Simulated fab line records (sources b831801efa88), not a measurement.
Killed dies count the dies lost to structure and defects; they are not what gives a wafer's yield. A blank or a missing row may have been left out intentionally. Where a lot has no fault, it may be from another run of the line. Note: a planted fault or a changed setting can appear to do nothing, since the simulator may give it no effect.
Chamber matching    flow sky130    SKY_GATE_OXIDE_WET_ETCH_12 on wet-bench-01 has 3 sister chambers
The step etches SiO2 in dHF, target depth 16.8 nm, time 336 s. 16 wafers are shown with their chamber, then 8 later ones without.

## WAFERS, EACH WITH ITS CHAMBER
wafer   chamber  run-length-s (s)
L970.3  0        363
L970.4  0        363
L970.5  0        363
L972.1  0        363
L972.2  0        363
L972.4  0        363
L975.1  1        362
L975.2  1        362
L975.4  1        362
L978.2  2        368
L978.4  2        368
L978.6  2        368
L982.1  1        361
L982.2  1        361
L982.3  1        361
L983.1  1        362

SIGNATURES (means of the wafers above)
reading       chamber 0  chamber 1  chamber 2  scatter within a chamber
run-length-s  363.00     361.57     368.00     0.363
Rule: for a wafer and a chamber, the distance is found by dividing, reading by reading, the gap between the wafer's reading and the chamber's mean by the reading's scatter, squaring, summing and taking the root. If the next closest chamber is less than 2 further off than the closest, the wafer can't be placed; otherwise it belongs to the closest. The scatter: take each reading less its chamber's mean, square it, sum over the shown wafers, divide by the number of wafers less the number of chambers, and take the root.

## WAFERS MISSING THEIR CHAMBER
wafer   run-length-s (s)
L983.3  362
L983.6  362
L990.1  363
L990.2  363
L990.5  363
L992.4  364
L992.5  364
L992.6  364

## CHAMBER TAKEN BY EACH
wafer   from the rows above      in truth
L983.3  can't be placed: 1 or 0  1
L983.6  can't be placed: 1 or 0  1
L990.1  0                        0
L990.2  0                        0
L990.5  0                        0
L992.4  0                        0
L992.5  0                        0
L992.6  0                        0
6 of 8 placed correctly. Unplaceable from these rows: 2, with the true chamber sitting among the candidates in 2. Placed wrongly: 0.
